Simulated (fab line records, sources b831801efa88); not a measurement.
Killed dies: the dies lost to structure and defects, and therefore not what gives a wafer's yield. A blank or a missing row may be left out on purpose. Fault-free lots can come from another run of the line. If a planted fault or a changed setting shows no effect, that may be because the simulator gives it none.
Which tool is to blame? || flow gf180mcu || Sampling: 15 lots, 45 wafers, 4 of 602 route steps

WHAT EACH GAUGE READ, for each wafer
GF_V3_RS_MEAS_24: the measuring method here is four-point-probe.
{"lot": "L859", "measured": "day 22 12:37", "on": "film_metro-04", "V3_W_RS (ohm/sq)": "0.325 0.322 0.325"}
{"lot": "L861", "measured": "day 23 03:34", "on": "film_metro-01", "V3_W_RS (ohm/sq)": "0.328 0.326 0.328"}
{"lot": "L863", "measured": "day 24 01:08", "on": "film_metro-03", "V3_W_RS (ohm/sq)": "0.323 0.324 0.324"}
{"lot": "L864", "measured": "day 24 13:22", "on": "film_metro-01", "V3_W_RS (ohm/sq)": "0.322 0.327 0.320"}
{"lot": "L865", "measured": "day 24 22:16", "on": "film_metro-01", "V3_W_RS (ohm/sq)": "0.338 0.334 0.330"}
{"lot": "L873", "measured": "day 27 08:26", "on": "film_metro-01", "V3_W_RS (ohm/sq)": "0.323 0.328 0.329"}
{"lot": "L875", "measured": "day 27 21:40", "on": "film_metro-03", "V3_W_RS (ohm/sq)": "0.331 0.329 0.326"}
{"lot": "L877", "measured": "day 28 09:32", "on": "film_metro-03", "V3_W_RS (ohm/sq)": "0.327 0.325 0.326"}
{"lot": "L878", "measured": "day 28 20:13", "on": "film_metro-01", "V3_W_RS (ohm/sq)": "0.335 0.327 0.333"}
{"lot": "L879", "measured": "day 29 01:20", "on": "film_metro-04", "V3_W_RS (ohm/sq)": "0.320 0.321 0.324"}
{"lot": "L880", "measured": "day 29 07:07", "on": "film_metro-01", "V3_W_RS (ohm/sq)": "0.327 0.327 0.331"}
{"lot": "L881", "measured": "day 29 12:18", "on": "film_metro-04", "V3_W_RS (ohm/sq)": "0.325 0.322 0.333"}

WHAT TOOL EACH LOT RAN ON (gives the tool, then ch and the chambers of the sampled wafers, and finally the start)
{"lot": "L859", "GF_STI_EXPOSE_09": "krf_scanner-02 ch 0, day 1 19:06", "GF_V3_ETCH_16": "rie_diel-03 ch 0,2,3, day 22 11:37", "GF_V3_ETCH_17": "rie_diel-03 ch 0,2,3, day 22 12:37 or earlier"}
{"lot": "L861", "GF_STI_EXPOSE_09": "krf_scanner-02 ch 0, day 2 05:10", "GF_V3_ETCH_16": "rie_diel-03 ch 0,3, day 23 02:37", "GF_V3_ETCH_17": "rie_diel-03 ch 0,3, day 23 03:34 or earlier"}
{"lot": "L863", "GF_STI_EXPOSE_09": "krf_scanner-01 ch 0, day 2 16:02", "GF_V3_ETCH_16": "rie_diel-04 ch 2,3, day 24 00:15", "GF_V3_ETCH_17": "rie_diel-04 ch 2,3, day 24 01:08 or earlier"}
{"lot": "L864", "GF_STI_EXPOSE_09": "krf_scanner-02 ch 0, day 2 20:08", "GF_V3_ETCH_16": "rie_diel-04 ch 0,1,3, day 24 12:30", "GF_V3_ETCH_17": "rie_diel-04 ch 0,1,3, day 24 13:22 or earlier"}
{"lot": "L865", "GF_STI_EXPOSE_09": "krf_scanner-01 ch 0, day 3 02:04", "GF_V3_ETCH_16": "rie_diel-03 ch 0,1,3, day 24 21:21", "GF_V3_ETCH_17": "rie_diel-03 ch 0,1,3, day 24 22:16 or earlier"}
{"lot": "L869", "GF_STI_EXPOSE_09": "krf_scanner-02, day 3 22:49", "GF_V3_ETCH_16": "-", "GF_V3_ETCH_17": "-"}
{"lot": "L870", "GF_STI_EXPOSE_09": "krf_scanner-02, day 4 04:18", "GF_V3_ETCH_16": "-", "GF_V3_ETCH_17": "-"}
{"lot": "L871", "GF_STI_EXPOSE_09": "krf_scanner-02, day 4 09:31", "GF_V3_ETCH_16": "-", "GF_V3_ETCH_17": "-"}
{"lot": "L873", "GF_STI_EXPOSE_09": "krf_scanner-02 ch 0, day 4 18:40", "GF_V3_ETCH_16": "rie_diel-03 ch 1,2,3, day 27 07:33", "GF_V3_ETCH_17": "rie_diel-03 ch 1,2,3, day 27 08:26 or earlier"}
{"lot": "L875", "GF_STI_EXPOSE_09": "krf_scanner-02 ch 0, day 5 04:51", "GF_V3_ETCH_16": "rie_diel-03 ch 2,3, day 27 20:46", "GF_V3_ETCH_17": "rie_diel-03 ch 2,3, day 27 21:40 or earlier"}
{"lot": "L877", "GF_STI_EXPOSE_09": "krf_scanner-02 ch 0, day 5 15:19", "GF_V3_ETCH_16": "rie_diel-01 ch 0,1,3, day 28 08:39", "GF_V3_ETCH_17": "rie_diel-01 ch 0,1,3, day 28 09:32 or earlier"}
{"lot": "L878", "GF_STI_EXPOSE_09": "krf_scanner-01 ch 0, day 5 22:25", "GF_V3_ETCH_16": "rie_diel-03 ch 1,2,3, day 28 19:21", "GF_V3_ETCH_17": "rie_diel-03 ch 1,2,3, day 28 20:13 or earlier"}
{"lot": "L879", "GF_STI_EXPOSE_09": "krf_scanner-02 ch 0, day 6 00:56", "GF_V3_ETCH_16": "rie_diel-03 ch 0,2, day 29 00:27", "GF_V3_ETCH_17": "rie_diel-03 ch 0,2, day 29 01:20 or earlier"}
{"lot": "L880", "GF_STI_EXPOSE_09": "krf_scanner-02 ch 0, day 6 06:50", "GF_V3_ETCH_16": "rie_diel-04 ch 0,1,2, day 29 06:12", "GF_V3_ETCH_17": "rie_diel-04 ch 0,1,2, day 29 07:07 or earlier"}
{"lot": "L881", "GF_STI_EXPOSE_09": "krf_scanner-01 ch 0, day 6 11:59", "GF_V3_ETCH_16": "rie_diel-04 ch 0,2,3, day 29 11:24", "GF_V3_ETCH_17": "rie_diel-04 ch 0,2,3, day 29 12:18 or earlier"}
- GF_STI_EXPOSE_09: exposes mask COMP, target cd 220 nm.
- GF_V3_ETCH_16: etches BARC in N2/H2.
- GF_V3_ETCH_17: etches SiO2 in C4F8/O2/Ar, stops on TiN, target depth 635 nm.

AS READ BY THE TOOLS THEMSELVES (means over the sampled wafers that have a number; for cases with no such wafer, the mark the record gives instead)
GF_STI_EXPOSE_09.
{"lot": "L859", "tool": "krf_scanner-02", "exposure_dose_mJ_cm2": 27.977, "focus_offset_nm (nm)": 0.0}
{"lot": "L861", "tool": "krf_scanner-02", "exposure_dose_mJ_cm2": 27.984, "focus_offset_nm (nm)": 0.2}
{"lot": "L863", "tool": "krf_scanner-01", "exposure_dose_mJ_cm2": 28.004, "focus_offset_nm (nm)": -0.6}
{"lot": "L864", "tool": "krf_scanner-02", "exposure_dose_mJ_cm2": 28.007, "focus_offset_nm (nm)": 0.5}
{"lot": "L865", "tool": "krf_scanner-01", "exposure_dose_mJ_cm2": 27.963, "focus_offset_nm (nm)": -0.4}
{"lot": "L869", "tool": "krf_scanner-02", "exposure_dose_mJ_cm2": "-", "focus_offset_nm (nm)": "-"}
{"lot": "L870", "tool": "krf_scanner-02", "exposure_dose_mJ_cm2": "-", "focus_offset_nm (nm)": "-"}
{"lot": "L871", "tool": "krf_scanner-02", "exposure_dose_mJ_cm2": "-", "focus_offset_nm (nm)": "-"}
{"lot": "L873", "tool": "krf_scanner-02", "exposure_dose_mJ_cm2": 28.015, "focus_offset_nm (nm)": -0.3}
{"lot": "L875", "tool": "krf_scanner-02", "exposure_dose_mJ_cm2": 28.000, "focus_offset_nm (nm)": 0.0}
{"lot": "L877", "tool": "krf_scanner-02", "exposure_dose_mJ_cm2": 28.013, "focus_offset_nm (nm)": -0.2}
{"lot": "L878", "tool": "krf_scanner-01", "exposure_dose_mJ_cm2": 27.975, "focus_offset_nm (nm)": -0.6}
{"lot": "L879", "tool": "krf_scanner-02", "exposure_dose_mJ_cm2": 28.008, "focus_offset_nm (nm)": 0.2}
{"lot": "L880", "tool": "krf_scanner-02", "exposure_dose_mJ_cm2": 27.972, "focus_offset_nm (nm)": -0.6}
{"lot": "L881", "tool": "krf_scanner-01", "exposure_dose_mJ_cm2": 27.978, "focus_offset_nm (nm)": -0.5}

GF_V3_ETCH_16.
{"lot": "L859", "tool": "rie_diel-03", "drypump_motor_current_A (A)": 6.0, "h2_flow_sccm (sccm)": 199.9, "oes_product_au (a.u.)": 0.853, "throttle_valve_pct (%)": 13.222}
{"lot": "L861", "tool": "rie_diel-03", "drypump_motor_current_A (A)": 5.9, "h2_flow_sccm (sccm)": 200.9, "oes_product_au (a.u.)": 0.855, "throttle_valve_pct (%)": 13.231}
{"lot": "L863", "tool": "rie_diel-04", "drypump_motor_current_A (A)": 5.8, "h2_flow_sccm (sccm)": 200.6, "oes_product_au (a.u.)": 0.852, "throttle_valve_pct (%)": 13.224}
{"lot": "L864", "tool": "rie_diel-04", "drypump_motor_current_A (A)": 5.5, "h2_flow_sccm (sccm)": 200.1, "oes_product_au (a.u.)": 0.851, "throttle_valve_pct (%)": 13.228}
{"lot": "L865", "tool": "rie_diel-03", "drypump_motor_current_A (A)": 5.8, "h2_flow_sccm (sccm)": 199.7, "oes_product_au (a.u.)": 0.860, "throttle_valve_pct (%)": 13.227}
{"lot": "L873", "tool": "rie_diel-03", "drypump_motor_current_A (A)": 5.9, "h2_flow_sccm (sccm)": 199.8, "oes_product_au (a.u.)": 0.860, "throttle_valve_pct (%)": 13.222}
{"lot": "L875", "tool": "rie_diel-03", "drypump_motor_current_A (A)": 6.1, "h2_flow_sccm (sccm)": 200.0, "oes_product_au (a.u.)": 0.857, "throttle_valve_pct (%)": 13.222}
{"lot": "L877", "tool": "rie_diel-01", "drypump_motor_current_A (A)": 5.6, "h2_flow_sccm (sccm)": 199.6, "oes_product_au (a.u.)": 0.853, "throttle_valve_pct (%)": 13.226}
{"lot": "L878", "tool": "rie_diel-03", "drypump_motor_current_A (A)": 5.9, "h2_flow_sccm (sccm)": 200.2, "oes_product_au (a.u.)": 0.850, "throttle_valve_pct (%)": 13.228}
{"lot": "L879", "tool": "rie_diel-03", "drypump_motor_current_A (A)": 6.3, "h2_flow_sccm (sccm)": 200.0, "oes_product_au (a.u.)": 0.856, "throttle_valve_pct (%)": 13.213}
{"lot": "L880", "tool": "rie_diel-04", "drypump_motor_current_A (A)": 5.6, "h2_flow_sccm (sccm)": 200.1, "oes_product_au (a.u.)": 0.854, "throttle_valve_pct (%)": 13.223}
{"lot": "L881", "tool": "rie_diel-04", "drypump_motor_current_A (A)": 5.6, "h2_flow_sccm (sccm)": 200.4, "oes_product_au (a.u.)": 0.860, "throttle_valve_pct (%)": 13.236}

GF_V3_ETCH_17.
{"lot": "L859", "tool": "rie_diel-03", "oes_product_au (a.u.)": 0.851}
{"lot": "L861", "tool": "rie_diel-03", "oes_product_au (a.u.)": 0.856}
{"lot": "L863", "tool": "rie_diel-04", "oes_product_au (a.u.)": 0.859}
{"lot": "L864", "tool": "rie_diel-04", "oes_product_au (a.u.)": 0.860}
{"lot": "L865", "tool": "rie_diel-03", "oes_product_au (a.u.)": 0.853}
{"lot": "L873", "tool": "rie_diel-03", "oes_product_au (a.u.)": 0.859}
{"lot": "L875", "tool": "rie_diel-03", "oes_product_au (a.u.)": 0.856}
{"lot": "L877", "tool": "rie_diel-01", "oes_product_au (a.u.)": 0.857}
{"lot": "L878", "tool": "rie_diel-03", "oes_product_au (a.u.)": 0.855}
{"lot": "L879", "tool": "rie_diel-03", "oes_product_au (a.u.)": 0.859}
{"lot": "L880", "tool": "rie_diel-04", "oes_product_au (a.u.)": 0.853}
{"lot": "L881", "tool": "rie_diel-04", "oes_product_au (a.u.)": 0.854}

THE ANSWER, worked out from the rows above alone
Rule: what is usual is taken from the lots themselves. Put in order of their means at a reading, lots are off if they are a third of the lots or fewer, leave a main group of 4 or more, and stand apart from it by a gap of 3 or more times the standard deviation of the main group's means; of several such gaps the widest counts. If all means in a main group match to the digits the tables above print for the reading, that group is not used. A lot without any number at a reading at which 4 lots or more have one is off too. All remaining lots with rows at the step are treated as sound. First the gauges in route order, then the tools' own readings, where a lot's mean is used as printed above. The first step at which some lot is off is used, and at that step the reading that is off furthest; a lot without a number counts as furthest.
Off: L869, L870, L871 (GF_STI_EXPOSE_09, exposure_dose_mJ_cm2). Without a number there: L869, L870, L871. Main group: mean 27.991, sd 0.017.
A tool fits if, at that step or a process step before it, it ran every lot that is off, and no sound lot after the first of them. No candidate that was tried fits.

WHAT HAD BEEN PUT IN BY THE SIMULATOR
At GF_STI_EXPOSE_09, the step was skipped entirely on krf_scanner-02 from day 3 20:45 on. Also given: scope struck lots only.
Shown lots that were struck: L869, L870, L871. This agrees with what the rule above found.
